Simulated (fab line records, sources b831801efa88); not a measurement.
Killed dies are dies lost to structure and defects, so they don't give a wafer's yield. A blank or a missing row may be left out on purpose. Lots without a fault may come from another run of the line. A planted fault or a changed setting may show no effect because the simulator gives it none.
Chamber matching | flow sky130 | SKY_VIA1_ETCH_15 on rie_diel-02: 4 sister chambers
The step etches SiO2 in C4F8/O2/Ar, stops on TiN, target depth 351 nm, time 54 s. 4 wafers are shown with their chamber, then 11 later ones without.

WAFERS WITH THEIR CHAMBER
wafer  | chamber | rf_fwd_power_W (W)
L081.6 | 0       | 1489
L088.1 | 1       | 1485
L088.3 | 2       | 1489
L089.2 | 3       | 1473

WAFERS WITHOUT THEIR CHAMBER
wafer  | rf_fwd_power_W (W)
L089.4 | 1488
L089.5 | 1477
L090.1 | 1478
L090.3 | 1480
L090.5 | 1479
L091.2 | 1479
L091.3 | 1492
L091.4 | 1483
L095.3 | 1487
L095.5 | 1480
L095.6 | 1480

WHICH CHAMBER EACH WENT THROUGH
wafer  | from the rows above               | in truth
L089.4 | can't be placed: 0 or 2 or 1      | 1
L089.5 | can't be placed: 3 or 1 or 0 or 2 | 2
L090.1 | can't be placed: 3 or 1 or 0 or 2 | 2
L090.3 | can't be placed: 1 or 3 or 0 or 2 | 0
L090.5 | can't be placed: 1 or 3 or 0 or 2 | 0
L091.2 | can't be placed: 1 or 3 or 0 or 2 | 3
L091.3 | can't be placed: 0 or 2 or 1      | 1
L091.4 | can't be placed: 1 or 0 or 2 or 3 | 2
L095.3 | can't be placed: 0 or 1 or 2      | 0
L095.5 | can't be placed: 1 or 3 or 0 or 2 | 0
L095.6 | can't be placed: 1 or 3 or 0 or 2 | 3
Placed correctly: 0 of 11. Can't be placed from these rows: 11 (the true chamber is among the candidates in 11). Placed wrongly: 0.
How it was worked out, from the rows above alone: a wafer's distance from a chamber is the root of the sum, over the readings, of the square of ((its reading less the chamber's mean) divided by the reading's scatter). The wafer belongs to the nearest chamber; if the next one is less than 2 further off, it can't be placed. A chamber's mean is the mean of its shown wafers. The scatter: with one shown wafer a chamber, the root of the mean of the squares of how far each hidden wafer lies from its nearest shown one.
